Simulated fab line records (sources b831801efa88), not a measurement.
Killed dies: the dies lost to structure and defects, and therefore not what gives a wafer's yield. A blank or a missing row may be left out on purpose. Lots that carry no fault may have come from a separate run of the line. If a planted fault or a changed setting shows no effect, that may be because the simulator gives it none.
Code-filled problem report in 8D (eight disciplines) form	flow gf180mcu	the parts of the form that need people (team, actions taken, sign-off) are left out

1. WHAT WENT WRONG
At GF_VT_IMPLANT_IMPLANT_19, beamEnergyKeV averages 107.32 over 6 wafers from 2 lots, while fault-free wafers read 100.00, standard deviation 0.03. That is +99 or more standard deviations from the usual mean.
First observed at day 10 04:53: wafer L539.3, on implanter-04. At this step, 39 wafers from 13 lots have a number in the record. The rule behind "out" and "out of limits": a value lying over 4 standard deviations away from the usual mean. The rest of the wafers with a number are treated as sound.

2. WHAT IT IS, WHAT IT ISN'T
question	is	is not
which readings at this step	beamEnergyKeV	doseIonsCm2
which lots	L539, L540	L524, L525, L526, L527, L528, L531, L537, L541, L542, L546, L547
which wafers of those lots	all that have a number	-
read on which tools	implanter-04	implanter-02, implanter-03
when	from day 10 04:53	up to then (21 sound wafers); but 12 sound wafers of L541, L542, L546, L547 came after

3. THE SUSPECTS, EACH WITH WHAT RULES IT OUT
Counting: a tool at any process step up to the reading remains a suspect when it ran all the lots that are out and ran no sound lot after the first of those.
- implanter-04 at GF_VT_IMPLANT_IMPLANT_19: kept. It processed each lot that is out, first L539 at day 10 04:53, and no sound lot thereafter; up to then, the last sound lot it processed was L528 at day 7 10:34. Its own readings are out on those wafers: beamEnergyKeV.
Left after counting: implanter-04 at GF_VT_IMPLANT_IMPLANT_19.

4. THE CAUSE (what the simulator had put in)
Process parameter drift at GF_VT_IMPLANT_IMPLANT_19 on implanter-04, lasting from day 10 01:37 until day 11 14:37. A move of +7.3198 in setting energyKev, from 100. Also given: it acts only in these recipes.
Counting left only this tool.

5. THE CHAIN OF EFFECTS, in route order
One row per reading whose mean, taken over the struck wafers that have a number, lies over 3 standard deviations from the usual. Only readings for which the record gives a usual standard deviation are gone through. hours: the time from each lot's start at the first step in this table that gives one to its start at this step, as a median over the lots. sigmas: the change in usual standard deviations.
hours	step	reading	usual	on struck wafers	change	sigmas
0	GF_VT_IMPLANT_IMPLANT_19	beamEnergyKeV	100.00	107.32	+7.32	+99 or more
It contains these process steps:
- GF_VT_IMPLANT_IMPLANT_19

6. HOW IT WOULD HAVE BEEN CAUGHT EARLIER
First out-of-limits reading in this record: day 10 04:53, which is 3 hours after fault onset at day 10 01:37.
